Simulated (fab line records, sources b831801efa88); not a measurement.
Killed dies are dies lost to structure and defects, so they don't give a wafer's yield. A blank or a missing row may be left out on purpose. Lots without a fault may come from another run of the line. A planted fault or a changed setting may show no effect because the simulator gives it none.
Chamber matching | flow sfq_line | SFQ_TRILAYER_I7_CMP_CMP_184 on cmp-01: 4 sister chambers
The step polishes SiO2. 8 wafers are shown with their chamber, then 8 later ones without.

WAFERS WITH THEIR CHAMBER
wafer  | chamber | motor_current_A (A) | platen_rpm (rpm)
L703.3 | 2       | 10.6                | 59.96
L714.2 | 3       | 10.8                | 59.86
L714.5 | 2       | 10.7                | 60.03
L716.2 | 0       | 10.3                | 60.04
L716.4 | 3       | 10.8                | 59.96
L717.5 | 1       | 9.7                 | 59.98
L717.6 | 0       | 10.0                | 59.98
L721.2 | 1       | 10.0                | 60.05

WAFERS WITHOUT THEIR CHAMBER
wafer  | motor_current_A (A) | platen_rpm (rpm)
L721.3 | 10.4                | 59.98
L721.5 | 10.4                | 60.05
L722.3 | 10.4                | 59.94
L722.4 | 10.2                | 59.98
L722.5 | 9.8                 | 59.98
L724.2 | 10.1                | 60.05
L724.3 | 11.2                | 59.98
L724.6 | 10.6                | 59.97

WHICH CHAMBER EACH WENT THROUGH
wafer  | from the rows above               | in truth
L721.3 | can't be placed: 2 or 0 or 3 or 1 | 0
L721.5 | can't be placed: 0 or 2 or 1 or 3 | 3
L722.3 | can't be placed: 2 or 0 or 3 or 1 | 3
L722.4 | can't be placed: 0 or 1           | 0
L722.5 | can't be placed: 1 or 0           | 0
L724.2 | can't be placed: 0 or 1           | 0
L724.3 | can't be placed: 3 or 2           | 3
L724.6 | can't be placed: 2 or 3           | 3
Placed correctly: 0 of 8. Can't be placed from these rows: 8 (the true chamber is among the candidates in 8). Placed wrongly: 0.
How it was worked out, from the rows above alone: a wafer's distance from a chamber is the root of the sum, over the readings, of the square of ((its reading less the chamber's mean) divided by the reading's scatter). The wafer belongs to the nearest chamber; if the next one is less than 2 further off, it can't be placed. A chamber's mean is the mean of its shown wafers. The scatter: the root of (the sum of the squares of (reading less its chamber's mean) over the shown wafers, divided by (wafers less chambers)).
